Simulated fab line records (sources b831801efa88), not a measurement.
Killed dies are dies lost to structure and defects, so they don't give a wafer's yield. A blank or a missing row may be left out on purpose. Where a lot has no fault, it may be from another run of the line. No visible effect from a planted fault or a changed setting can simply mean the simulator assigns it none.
fab line records	flow sky130
record lots=6	wafers=18	last_day=49
route steps=708 shown FIELD_ISO@7 PAD_OPEN@708
lots that met no fault: from a run of the same line without faults
start_h: hours from the record's first day to the start of the lot's first wafer shown	wait_h: hours from the lot's prior step to this one	" as in the row above	L1.1+2: a row that stands for several wafers	- either no value or no given start	* or withheld: withheld	< > ~ a bound
route shown NAME@n: NAME is a module with steps in the file, n the number in the route of the first one	usual: average and standard deviation across the fault-free wafers	same: alike in all rows	chamber/n: place in a boat	sites: each site's reading	_std_site: standard deviation of those values	_edge_site: inner sites' mean taken away from outer sites' mean	radius_mm: how far each site lies from the wafer's centre	mask NAME#n: copy n	behind: tool/chamber where the wafer was last shaped	hold: cause of the lot's hold/its duration in hours/its outcome	device: which transistor (n, p or np) failed to switch	end of line: tests of these same wafers at the route's end	where a step has no rows: the recipe by itself	killed: count of dies lost to structure and defects at first sort (not the wafer's yield)	map: the dies of a wafer, with x for killed, . for not killed, _ for no die there
set.NAME: the run value of the setting; set.NAME@STEP: its run value at that earlier step	model.NAME: the simulator's own value behind a step, which no gauge read
certain route steps with their lots: each step a table, each wafer a row
services: from which hour (start_h, from the record's first day; less than 0 if before it) a tool's chamber was out of use, for how many hours, and why
## steps
# step SKY_FIELD_ISO_HMDS_06
# recipe prime_time_s=60	prime_temp_c=120
# step SKY_FIELD_ISO_COAT_07
# recipe resist=BARC	temp_c=withheld	time_s=withheld	spin_rpm=3000	resist_thk_nm=61.2
# step SKY_FIELD_ISO_COAT_08
# recipe resist=KrF-thick	spin_rpm=3000	resist_thk_nm=450
# step SKY_FIELD_ISO_SOFTBAKE_09
# recipe temp_c=100	time_s=90	resist=KrF-thick
# step SKY_FIELD_ISO_EXPOSE_10
# recipe mask_id=FOM	na=0.68	source_shape=annular	sigma_inner=0.4	sigma_outer=0.8	target_cd_nm=150	dose_mj=28
# step SKY_FIELD_ISO_PEB_11
# recipe peb_temp_c=withheld	peb_time_s=withheld	resist=KrF-thick
# step SKY_FIELD_ISO_DEVELOP_12
# recipe develop_time_s=60	resist=KrF-thick	dev_temp_c=21
# step SKY_FIELD_ISO_CD_MEAS_13
# recipe target_cd_nm=150
# usual cd_nm=150.1/1.6
lot.wafer	tool	chamber	start_h	wait_h	cd_nm
L967.4	cd_sem-02	-	55.02	-	148.9
L967.5	"	-	"	"	148.9
L967.6	"	-	"	"	151.0
L971.1	cd_sem-01	-	76.78	-	148.8
L971.5	"	-	"	"	150.5
L971.6	"	-	"	"	150.5
L976.1	cd_sem-02	-	106.52	-	148.1
L976.3	"	-	"	"	149.4
L976.6	"	-	"	"	148.6
L977.1	cd_sem-02	-	111.03	-	151.1
L977.4	"	-	"	"	150.6
L977.6	"	-	"	"	151.6
L978.1	cd_sem-02	-	115.26	-	148.7
L978.2	"	-	"	"	149.3
L978.3	"	-	"	"	147.9
L983.2	cd_sem-01	-	137.65	-	152.2
L983.3	"	-	"	"	152.4
L983.4	"	-	"	"	152.3
# step SKY_FIELD_ISO_ETCH_14
# recipe chemistry=N2/H2	target=BARC	ion_energy_ev=200	source_w=500	bias_w=100	pressure_mtorr=30	n2_flow_sccm=100	h2_flow_sccm=200	stop_on=SiO2	time_s=45.9	target_depth_a=600
# usual drypump_motor_current_A=5.7/0.47	oes_product_au=0.863/0.0048	run_length_s=74.1/0.52	throttle_valve_pct=13.227/0.0083
lot.wafer	tool	chamber	start_h	wait_h	drypump_motor_current_A	oes_product_au	rf_hours_counter_h	run_length_s	throttle_valve_pct
L967.4	rie_diel-02	1	55.08	0.0	5.9	0.869	89	74.5	13.244
L967.5	"	2	"	"	5.5	0.869	-	74.2	13.239
L967.6	"	3	"	"	5.2	0.856	-	74.4	13.243
L971.1	rie_diel-02	0	76.90	0.1	5.8	0.864	14	73.5	13.224
L971.5	"	2	"	"	5.5	0.860	-	74.4	13.228
L971.6	"	3	"	"	5.2	0.861	-	74.4	13.226
L976.1	rie_diel-02	2	106.64	0.1	5.5	0.858	81	73.8	13.230
L976.3	"	1	"	"	6.0	0.868	90	74.4	13.223
L976.6	"	2	"	"	5.5	0.866	-	74.3	13.222
L977.1	rie_diel-02	1	111.15	0.1	5.9	0.869	90	74.5	13.230
L977.4	"	3	"	"	5.1	0.865	19	73.6	13.232
L977.6	"	1	"	"	5.9	0.864	-	75.1	13.226
L978.1	rie_diel-02	1	115.38	0.1	5.9	0.862	90	74.7	13.232
L978.2	"	0	"	"	5.8	0.866	15	73.3	13.227
L978.3	"	3	"	"	5.1	0.863	19	73.7	13.243
L983.2	rie_diel-04	1	137.75	0.1	4.9	0.862	10	74.2	13.221
L983.3	"	2	"	"	6.4	0.869	1	74.3	13.225
L983.4	"	3	"	"	5.0	0.859	134	73.9	13.227
# step SKY_FIELD_ISO_ETCH_15
# recipe chemistry=CHF3/O2	target_depth_nm=180	stop_on=Si	source_w=600	bias_w=200	pressure_mtorr=40	chf3_flow_sccm=50	O2_flow_sccm=5	time_s=72
# usual drypump_motor_current_A=5.7/0.47	oes_product_au=0.948/0.0076	run_length_s=100.2/0.54	throttle_valve_pct=8.844/0.0098
lot.wafer	tool	chamber	start_h	wait_h	drypump_motor_current_A	oes_product_au	rf_hours_counter_h	run_length_s	throttle_valve_pct
L967.4	rie_diel-02	1	55.12	0.0	5.9	0.936	89	101.4	8.836
L967.5	"	2	"	"	5.5	0.941	-	100.2	8.844
L967.6	"	3	"	"	5.1	0.936	-	99.9	8.841
L971.1	rie_diel-02	0	76.94	0.0	5.7	0.952	14	99.5	8.835
L971.5	"	2	"	"	5.5	0.947	-	100.0	8.854
L971.6	"	3	"	"	5.1	0.946	-	99.9	8.847
L976.1	rie_diel-02	2	106.68	0.0	5.5	0.941	81	100.3	8.847
L976.3	"	1	"	"	5.9	0.950	90	100.6	8.832
L976.6	"	2	"	"	5.5	0.953	-	100.3	8.848
L977.1	rie_diel-02	1	111.19	0.0	5.9	0.944	90	100.8	8.840
L977.4	"	3	"	"	5.1	0.944	19	100.0	8.845
L977.6	"	1	"	"	5.9	0.937	-	100.5	8.840
L978.1	rie_diel-02	1	115.42	0.0	5.9	0.931	90	101.0	8.824
L978.2	"	0	"	"	5.8	0.940	15	100.0	8.846
L978.3	"	3	"	"	5.1	0.950	19	99.7	8.841
L983.2	rie_diel-04	1	137.79	0.0	4.9	0.943	10	100.5	8.839
L983.3	"	2	"	"	6.4	0.947	1	99.7	8.838
L983.4	"	3	"	"	5.0	0.949	134	100.4	8.837
# step SKY_FIELD_ISO_STRIP_16
# recipe chemistry=O2/N2	power_w=1400	pressure_mtorr=1500	platen_temp_c=withheld	o2_flow_sccm=3000	n2_flow_sccm=300	overash_fraction=0.4779
# usual drypump_motor_current_A=5.6/0.35	oes_product_au=0.379/0.0048	strip_time_to_endpoint_s=3.563/0.028
lot.wafer	tool	chamber	start_h	wait_h	drypump_motor_current_A	oes_product_au	rf_hours_counter_h	strip_time_to_endpoint_s
L967.4	plasma_asher-01	0	55.21	0.1	6.0	0.374	-	3.536
L967.5	"	0	"	"	6.0	0.373	-	3.533
L967.6	"	1	"	"	5.7	0.380	-	3.541
L971.1	plasma_asher-04	0	77.00	0.0	5.7	0.376	39	3.523
L971.5	"	1	"	"	5.7	0.371	-	3.555
L971.6	"	0	"	"	5.6	0.379	-	3.648
L976.1	plasma_asher-04	1	106.74	0.0	5.7	0.374	42	3.582
L976.3	"	0	"	"	5.6	0.369	-	3.606
L976.6	"	0	"	"	5.6	0.383	-	3.561
L977.1	plasma_asher-04	0	111.25	0.0	5.6	0.378	43	3.612
L977.4	"	1	"	"	5.7	0.376	-	3.603
L977.6	"	1	"	"	5.7	0.375	-	3.597
L978.1	plasma_asher-01	0	115.47	0.0	6.0	0.386	29	3.573
L978.2	"	1	"	"	5.8	0.377	29	3.508
L978.3	"	0	"	"	6.0	0.389	-	3.545
L983.2	plasma_asher-04	1	137.85	0.0	5.7	0.378	46	3.569
L983.3	"	1	"	"	5.7	0.377	-	3.576
L983.4	"	0	"	"	5.6	0.379	-	3.573
# step SKY_FIELD_ISO_ETCH_17
# recipe target_depth_a=3420	mask_material=Si3N4	chemistry=HBr/Cl2/O2	target=Si	taper_deg=5	icp_w=600	bias_w=150	pressure_mtorr=15	HBr_flow_sccm=150	Cl2_flow_sccm=40	O2_flow_sccm=6	time_s=97.7
# usual drypump_motor_current_A=5.7/0.39	oes_product_au=1.008/0.0091	run_length_s=125.9/0.38	throttle_valve_pct=25.651/0.01
lot.wafer	tool	chamber	start_h	wait_h	drypump_motor_current_A	oes_product_au	rf_hours_counter_h	run_length_s	throttle_valve_pct
L967.4	rie_si-01	0	55.28	0.0	5.6	0.996	87	126.4	25.626
L967.5	"	0	"	"	5.6	0.998	-	126.6	25.665
L967.6	"	1	"	"	6.6	0.987	-	126.3	25.646
L971.1	rie_si-01	0	77.10	0.1	5.6	0.997	88	126.2	25.648
L971.5	"	1	"	"	6.6	1.008	-	126.3	25.662
L971.6	"	3	"	"	5.4	1.010	-	126.2	25.642
L976.1	rie_si-01	3	106.84	0.1	5.4	1.002	134	126.0	25.663
L976.3	"	2	"	"	6.1	1.023	0	125.4	25.632
L976.6	"	0	"	"	5.6	0.998	-	126.2	25.646
L977.1	rie_si-01	3	111.35	0.1	5.3	0.995	134	126.3	25.664
L977.4	"	3	"	"	5.4	1.003	-	126.0	25.645
L977.6	"	2	"	"	6.1	1.017	-	125.6	25.644
L978.1	rie_si-01	1	115.57	0.1	6.6	1.001	0	126.5	25.658
L978.2	"	2	"	"	6.1	1.008	0	125.5	25.642
L978.3	"	0	"	"	5.6	0.998	88	126.3	25.654
L983.2	rie_si-02	1	137.95	0.1	5.5	1.001	1	125.6	25.652
L983.3	"	0	"	"	5.3	1.028	1	126.0	25.636
L983.4	"	3	"	"	5.6	1.008	127	126.2	25.667
# step SKY_FIELD_ISO_WET_ETCH_18
# recipe chemistry=H3PO4	target_depth_nm=25	temp_c=160	target=Si3N4	time_s=286
# usual run_length_s=313/3.6
lot.wafer	tool	chamber	start_h	wait_h	run_length_s	model.Si3N4_of_FIELD_ISO_CVD_03.thk_nm
L967.4	wet_bench-02	1	55.35	0.0	309	122.7
L967.5	"	1	"	"	309	122.9
L967.6	"	1	"	"	309	122.2
L971.1	wet_bench-01	0	77.17	0.0	312	126.3
L971.5	"	0	"	"	312	126
L971.6	"	0	"	"	312	124.8
L976.1	wet_bench-01	0	106.91	0.0	60	147.5
L976.3	"	0	"	"	60	147.2
L976.6	"	0	"	"	60	147.2
L977.1	wet_bench-01	1	111.42	0.0	58	145.3
L977.4	"	1	"	"	58	146.2
L977.6	"	1	"	"	58	145
L978.1	wet_bench-03	0	115.65	0.0	312	120.9
L978.2	"	0	"	"	312	123.8
L978.3	"	0	"	"	312	123
L983.2	wet_bench-03	1	138.02	0.0	314	124.1
L983.3	"	1	"	"	314	124
L983.4	"	1	"	"	314	126.1
# step SKY_FIELD_ISO_CLEAN_19
# recipe chemistry=SC1/SC2	mix=1:4:20	temp_c=70	time_s=150
# step SKY_FIELD_ISO_CLEAN_20
# recipe chemistry=dHF	time_s=20	dilution=100:1
# step SKY_FIELD_ISO_WET_ETCH_21
# recipe chemistry=dHF	dilution=100:1	target_depth_nm=20	dry=ipa_marangoni	target=SiO2	temp_c=25	time_s=400
# step SKY_FIELD_ISO_OXIDATION_22
# recipe temp_c=950	ambient=O2	stabilise_s=600	purge_s=300	target_thk_a=100	ox_time_s=623
# step SKY_FIELD_ISO_THK_MEAS_23
# recipe reads=SiO2_of_FIELD_ISO_OXIDATION_22
# usual FIELD_ISO_OXIDATION_01_THK=10.07/0.17
lot.wafer	tool	chamber	start_h	wait_h	FIELD_ISO_OXIDATION_01_THK[nm]
L967.4	film_metro-03	-	58.88	0.0	9.80
L967.5	"	-	"	"	9.82
L967.6	"	-	"	"	9.79
L971.1	film_metro-01	-	79.00	0.0	9.92
L971.5	"	-	"	"	9.90
L971.6	"	-	"	"	10.02
L976.1	film_metro-04	-	109.21	0.0	10.08
L976.3	"	-	"	"	10.07
L976.6	"	-	"	"	9.99
L977.1	film_metro-04	-	113.59	0.0	9.94
L977.4	"	-	"	"	10.10
L977.6	"	-	"	"	10.13
L978.1	film_metro-01	-	118.22	0.0	9.89
L978.2	"	-	"	"	10.07
L978.3	"	-	"	"	9.99
L983.2	film_metro-03	-	139.47	0.0	10.15
L983.3	"	-	"	"	10.11
L983.4	"	-	"	"	10.29
# step SKY_FIELD_ISO_CVD_24
# recipe material=SiO2	target_thk_nm=595	temp_c=650	sigma_open_frac=0.3	time_s=99.2	sih4_flow_sccm=60	pressure_mtorr=6
# step SKY_FIELD_ISO_THK_MEAS_25
# recipe reads=SiO2_of_FIELD_ISO_CVD_24
# usual FIELD_ISO_CVD_24_THK=595/6.2
lot.wafer	tool	chamber	start_h	wait_h	FIELD_ISO_CVD_24_THK[nm]
L967.4	film_metro-04	-	59.01	0.0	602
L967.5	"	-	"	"	599
L967.6	"	-	"	"	602
L971.1	film_metro-03	-	79.13	0.0	593
L971.5	"	-	"	"	602
L971.6	"	-	"	"	592
L976.1	film_metro-01	-	109.35	0.0	583
L976.3	"	-	"	"	584
L976.6	"	-	"	"	582
L977.1	film_metro-01	-	113.72	0.0	596
L977.4	"	-	"	"	593
L977.6	"	-	"	"	597
L978.1	film_metro-04	-	118.35	0.0	588
L978.2	"	-	"	"	583
L978.3	"	-	"	"	584
L983.2	film_metro-04	-	139.61	0.0	595
L983.3	"	-	"	"	588
L983.4	"	-	"	"	590
# step SKY_FIELD_ISO_ANNEAL_26
# recipe temp_c=1000	time_s=1800	ambient=N2
# step SKY_FIELD_ISO_CMP_27
# recipe stop_on=Si3N4	t_overpolish_s=16	down_force_psi=4	platen_rpm=60	target_thk_nm=457.8	pad_velocity_m_s=0.94248
# usual motor_current_A=12.8/1.1
lot.wafer	tool	chamber	start_h	wait_h	motor_current_A
L967.4	cmp-01	0	61.70	0.0	11.3
L967.6	"	0	"	"	11.0
L967.5	"	1	"	"	12.6
L971.1	cmp-02	1	80.84	0.1	12.5
L971.6	"	2	"	"	13.6
L971.5	"	3	"	"	14.8
L976.1	cmp-01	3	110.96	0.1	12.2
L976.3	"	1	"	"	12.6
L976.6	"	3	"	"	11.9
L977.4	cmp-01	1	115.68	0.2	12.7
L977.1	"	2	"	"	13.8
L977.6	"	3	"	"	11.9
L978.3	cmp-02	1	120.59	0.0	13.1
L978.1	"	2	"	"	12.5
L978.2	"	3	"	"	14.1
L983.4	cmp-02	3	141.58	0.0	14.7
L983.2	"	1	"	"	12.4
L983.3	"	2	"	"	13.0
# step SKY_FIELD_ISO_WET_ETCH_28
# recipe chemistry=dHF	target_depth_nm=23.7	target=SiO2	dilution=10:1	temp_c=25	time_s=47
# usual run_length_s=75/3.2
lot.wafer	tool	chamber	start_h	wait_h	run_length_s	model.Si3N4_of_FIELD_ISO_CVD_03.thk_nm
L967.4	wet_bench-01	0	62.00	0.2	80	116.8
L967.5	"	0	"	"	80	117
L967.6	"	0	"	"	80	116.3
L971.1	wet_bench-03	3	80.99	0.1	79	120.4
L971.5	"	3	"	"	79	120.1
L971.6	"	3	"	"	79	118.9
L976.1	wet_bench-03	1	111.21	0.2	75	141.7
L976.3	"	1	"	"	75	141.3
L976.6	"	1	"	"	75	141.3
L977.1	wet_bench-01	1	115.88	0.1	72	139.3
L977.4	"	1	"	"	72	140.3
L977.6	"	1	"	"	72	139
L978.1	wet_bench-01	3	120.89	0.2	74	115
L978.2	"	3	"	"	74	117.8
L978.3	"	3	"	"	74	117.1
L983.2	wet_bench-03	3	141.88	0.1	74	118.2
L983.3	"	3	"	"	74	118.1
L983.4	"	3	"	"	74	120.2
# step SKY_FIELD_ISO_WET_ETCH_29
# recipe chemistry=H3PO4	target_depth_nm=160	target=Si3N4	temp_c=160	time_s=1825
# step SKY_PAD_OPEN_PROBE_99
# usual killed_at_M0_to_M3=43/7.1	killed_at_M4_up=3.0/1.9	killed_at_contacts=24/5	killed_at_front_end=15/4.3	killed_at_other=0.3/0.5	killed_dies=85/9.6	killed_open=46/7.1	killed_short=39/6.8
# same gross_dies=492	killed_at_back_side=0
lot.wafer	tool	chamber	start_h	wait_h	killed_at_M0_to_M3	killed_at_M4_up	killed_at_contacts	killed_at_front_end	killed_at_other	killed_dies	killed_open	killed_short	model.etest.res_p_drift_20v.line_ohm_um	model.etest.res_p_drift_20v.rs_ohm_sq	model.etest.pfet_16v.r_on_ohm_um	model.etest.res_iso_pwell.rs_ohm_sq	model.etest.res_iso_pwell.line_ohm_um	model.etest.res_nwell.line_ohm_um	model.etest.res_nwell.rs_ohm_sq	model.etest.pfet_16v.drive_ua_um
L967.4	prober-01	-	1096.43	0.2	45	5	21	15	0	86	45	41	1.169e+04	9558	1.502e+04	2892	1088	1178	975.2	245.7
L967.5	prober-01	-	1096.48	0.2	40	2	23	10	0	75	39	36	1.143e+04	9584	1.502e+04	2870	1081	1188	969.3	243.4
L967.6	prober-01	-	1096.53	0.2	38	4	23	13	2	80	45	35	1.156e+04	9479	1.478e+04	2862	1062	1174	971	247.1
L971.1	prober-01	-	1120.82	0.1	53	3	17	18	0	91	37	54	1.07e+04	8906	1.474e+04	2908	1100	1088	892.1	254.5
L971.5	prober-01	-	1121.02	0.2	52	0	14	29	0	95	59	36	1.079e+04	8976	1.486e+04	2965	1121	1075	903.2	254.5
L971.6	prober-01	-	1121.07	0.2	49	2	21	23	0	95	51	44	1.084e+04	9024	1.464e+04	2938	1101	1086	899	255.5
L976.1	prober-01	-	1152.93	0.1	44	3	28	22	1	98	50	48	1.382e+04	1.151e+04	1.632e+04	3698	1410	1209	1046	233.7
L976.3	prober-01	-	1153.03	0.2	38	2	16	11	0	67	38	29	1.48e+04	1.253e+04	1.667e+04	4069	1548	1250	1082	226.9
L976.6	prober-01	-	1153.18	0.2	43	3	25	16	0	87	46	41	1.37e+04	1.152e+04	1.606e+04	3674	1406	1223	1040	236.3
L977.1	prober-02	-	1154.68	0.1	54	2	19	12	0	87	54	33	1.294e+04	1.098e+04	1.6e+04	3399	1297	1226	1036	237.3
L977.4	prober-02	-	1154.83	0.2	36	3	25	16	0	80	48	32	1.294e+04	1.076e+04	1.568e+04	3353	1265	1231	1036	238
L977.6	prober-02	-	1154.93	0.2	50	2	27	9	0	88	44	44	1.341e+04	1.141e+04	1.62e+04	3583	1345	1277	1066	233.9
L978.1	prober-01	-	1172.49	0.1	41	3	23	10	0	77	36	41	1.106e+04	9222	1.504e+04	2938	1107	1166	959.7	248.1
L978.2	prober-01	-	1172.54	0.1	38	3	25	14	1	81	33	48	1.202e+04	1.012e+04	1.553e+04	3299	1238	1210	1018	241.4
L978.3	prober-01	-	1172.59	0.2	44	1	29	18	0	92	53	39	1.108e+04	9284	1.51e+04	2978	1133	1169	965.4	247.1
L983.2	prober-02	-	1185.53	0.1	39	2	17	18	0	76	48	28	1.114e+04	9230	1.49e+04	2858	1069	1137	949.6	248.7
L983.3	prober-02	-	1185.58	0.2	43	8	23	7	0	81	39	42	1.192e+04	1.002e+04	1.55e+04	3131	1196	1182	994.8	244
L983.4	prober-02	-	1185.63	0.2	32	4	23	15	0	74	40	34	1.121e+04	9392	1.514e+04	2927	1099	1148	965.2	244.6
# killed by level:class
L967.4 CONTACT:geometric_particle:open=11 VIA3:geometric_particle:open=10 VIA1:geometric_particle:open=7 FIELD_ISO:geometric_particle:short=6 METAL2:geometric_particle:short=6 METAL1:geometric_particle:short=5 VIA2:geometric_particle:open=5 LI_CONTACT:geometric_particle:open=4
L967.5 LI_CONTACT:geometric_particle:open=9 METAL1:geometric_particle:short=8 CONTACT:geometric_particle:open=7 VIA1:geometric_particle:short=5 VIA1:geometric_particle:open=5 LOCAL_INTERCONNECT:geometric_particle:short=4 METAL2:geometric_particle:open=4 METAL2:geometric_particle:short=4
L967.6 LI_CONTACT:geometric_particle:open=10 VIA2:geometric_particle:open=6 CONTACT:geometric_particle:open=6 VIA1:geometric_particle:open=6 METAL1:geometric_particle:short=5 VIA3:geometric_particle:open=5 POLY_GATE:geometric_particle:short=4 CONTACT:geometric_particle:short=4
L971.1 VIA1:geometric_particle:open=11 VIA1:geometric_particle:short=9 FIELD_ISO:geometric_particle:short=6 METAL2:geometric_particle:short=6 POLY_GATE:geometric_particle:short=5 LOCAL_INTERCONNECT:geometric_particle:short=5 VIA2:geometric_particle:open=5 VIA3:geometric_particle:short=5
L971.5 VIA1:geometric_particle:open=12 FIELD_ISO:geometric_particle:open=10 VIA2:geometric_particle:open=7 POLY_GATE:geometric_particle:open=7 METAL2:geometric_particle:short=7 VIA3:geometric_particle:open=7 CONTACT:geometric_particle:open=6 METAL1:geometric_particle:short=6
L971.6 VIA1:geometric_particle:open=13 CONTACT:geometric_particle:open=10 FIELD_ISO:geometric_particle:short=8 METAL1:geometric_particle:short=7 FIELD_ISO:geometric_particle:open=6 VIA1:geometric_particle:short=6 METAL2:geometric_particle:short=6 LI_CONTACT:geometric_particle:open=4
L976.1 CONTACT:geometric_particle:open=12 FIELD_ISO:geometric_particle:short=8 VIA2:geometric_particle:open=7 VIA1:geometric_particle:open=7 LI_CONTACT:geometric_particle:open=7 VIA1:geometric_particle:short=7 VIA3:geometric_particle:short=7 CONTACT:geometric_particle:short=5
L976.3 VIA1:geometric_particle:open=8 LI_CONTACT:geometric_particle:open=5 CONTACT:geometric_particle:open=5 VIA1:geometric_particle:short=5 METAL2:geometric_particle:short=5 VIA2:geometric_particle:open=5 VIA3:geometric_particle:open=5 FIELD_ISO:geometric_particle:open=4
L976.6 VIA3:geometric_particle:open=10 VIA1:geometric_particle:open=9 CONTACT:geometric_particle:open=7 LI_CONTACT:geometric_particle:open=7 CONTACT:geometric_particle:short=7 VIA1:geometric_particle:short=7 FIELD_ISO:geometric_particle:short=5 METAL1:geometric_particle:short=5
L977.1 VIA1:geometric_particle:open=17 CONTACT:geometric_particle:open=9 VIA3:geometric_particle:open=7 VIA2:geometric_particle:open=7 VIA1:geometric_particle:short=6 POLY_GATE:geometric_particle:open=5 POLY_GATE:geometric_particle:short=4 VIA2:geometric_particle:short=4
L977.4 VIA1:geometric_particle:open=12 CONTACT:geometric_particle:open=10 POLY_GATE:geometric_particle:open=5 LI_CONTACT:geometric_particle:open=5 LOCAL_INTERCONNECT:geometric_particle:short=5 VIA2:geometric_particle:open=5 METAL3:geometric_particle:short=5 METAL2:geometric_particle:short=4
L977.6 VIA1:geometric_particle:open=10 METAL1:geometric_particle:short=8 LI_CONTACT:geometric_particle:open=7 CONTACT:geometric_particle:short=7 METAL2:geometric_particle:short=7 CONTACT:geometric_particle:open=6 LOCAL_INTERCONNECT:geometric_particle:short=5 METAL2:geometric_particle:open=5
L978.1 VIA1:geometric_particle:open=9 LI_CONTACT:geometric_particle:open=7 CONTACT:geometric_particle:open=6 VIA1:geometric_particle:short=6 METAL2:geometric_particle:short=6 METAL1:geometric_particle:short=5 CONTACT:geometric_particle:short=4 VIA2:geometric_particle:open=4
L978.2 CONTACT:geometric_particle:open=7 METAL1:geometric_particle:short=6 VIA2:geometric_particle:open=6 LI_CONTACT:geometric_particle:open=5 VIA1:geometric_particle:short=5 VIA1:geometric_particle:open=5 POLY_GATE:geometric_particle:short=4 LI_CONTACT:geometric_particle:short=4
L978.3 VIA1:geometric_particle:open=12 CONTACT:geometric_particle:open=11 LI_CONTACT:geometric_particle:open=8 VIA2:geometric_particle:open=7 POLY_GATE:geometric_particle:short=6 METAL2:geometric_particle:short=6 FIELD_ISO:geometric_particle:short=5 POLY_GATE:geometric_particle:open=5
L983.2 VIA1:geometric_particle:open=12 CONTACT:geometric_particle:open=9 METAL1:geometric_particle:short=7 VIA3:geometric_particle:open=6 FIELD_ISO:geometric_particle:short=4 POLY_GATE:geometric_particle:open=4 POLY_GATE:geometric_particle:short=4 LI_CONTACT:geometric_particle:open=4
L983.3 VIA2:geometric_particle:open=9 VIA1:geometric_particle:open=7 METAL2:geometric_particle:short=6 METAL4:geometric_particle:short=6 LI_CONTACT:geometric_particle:open=5 CONTACT:geometric_particle:short=5 CONTACT:geometric_particle:open=5 VIA2:geometric_particle:short=5
L983.4 CONTACT:geometric_particle:open=8 VIA1:geometric_particle:open=8 FIELD_ISO:geometric_particle:short=6 CONTACT:geometric_particle:short=6 VIA3:geometric_particle:open=6 LI_CONTACT:geometric_particle:open=5 VIA1:geometric_particle:short=5 FIELD_ISO:geometric_particle:open=4
## services
tool	chamber	start_h	hours	kind
rie_si-01	0	34.34	7.6	repair
rie_diel-04	2	47.14	-	clean
rie_diel-04	2	47.14	25.3	scheduled_down
rie_diel-04	2	47.14	25.3	vent_cycle
rie_si-02	1	50.39	-	clean
rie_si-01	2	61.84	-	clean
rie_si-01	2	61.84	19.6	scheduled_down
rie_si-01	2	61.84	19.6	vent_cycle
cmp-01	-	64.00	4.0	pm
cmp-01	-	68.00	-	consumable_replace:conditioner
cmp-01	-	68.00	-	consumable_replace:pad
cmp-01	-	74.18	2.6	repair
cmp-02	-	81.41	2.2	repair
rie_si-01	1	92.58	-	clean
rie_si-01	1	92.58	22.3	scheduled_down
rie_si-01	1	92.58	22.3	vent_cycle
rie_si-01	-	104.63	0.3	repair
rie_diel-04	3	108.65	10.9	repair
rie_si-01	3	115.20	5.1	repair
cmp-01	-	118.06	4.0	pm
cmp-01	-	124.08	10.5	pm
rie_diel-04	3	127.13	4.7	repair
wet_bench-02	-	128.37	1.9	pm
cmp-02	-	134.80	3.5	pm
## key
first_sign step=SKY_FIELD_ISO_WET_ETCH_18	reading=run_length_s	direction=down	sigmas=70	usual=*	struck=*
effect none on later readings
model_effect step=SKY_FIELD_ISO_WET_ETCH_18	value=Si3N4_of_FIELD_ISO_CVD_03.thk_nm	without=124.6	struck=146.4
model_effect step=SKY_FIELD_ISO_WET_ETCH_28	value=Si3N4_of_FIELD_ISO_CVD_03.thk_nm	without=118.7	struck=140.5
model_effect step=SKY_PAD_OPEN_PROBE_99	value=etest.res_p_drift_20v.line_ohm_um	without=1.154e+04	struck=1.36e+04
met_at SKY_FIELD_ISO_WET_ETCH_18
struck_wafers L976.1,L976.3,L976.6,L977.1,L977.4,L977.6
tester_left_out L976,L977
onset_between 77.17 106.91
fault kind=process_parameter_drift	tool=wet_bench-01	chamber=-	onset_h=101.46	steps=SKY_FIELD_ISO_WET_ETCH_18	channel=time_s	offset=*	shape=step	end_h=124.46	acts_in=*	stated=*
# tester_left_out: of these lots the tester's yield and bins aren't shown, on N5 and GAA mostly nor the transistor test; their killed dies are dies lost to structure and defects alone, not to doping, threshold or leakage, so they don't give the yield
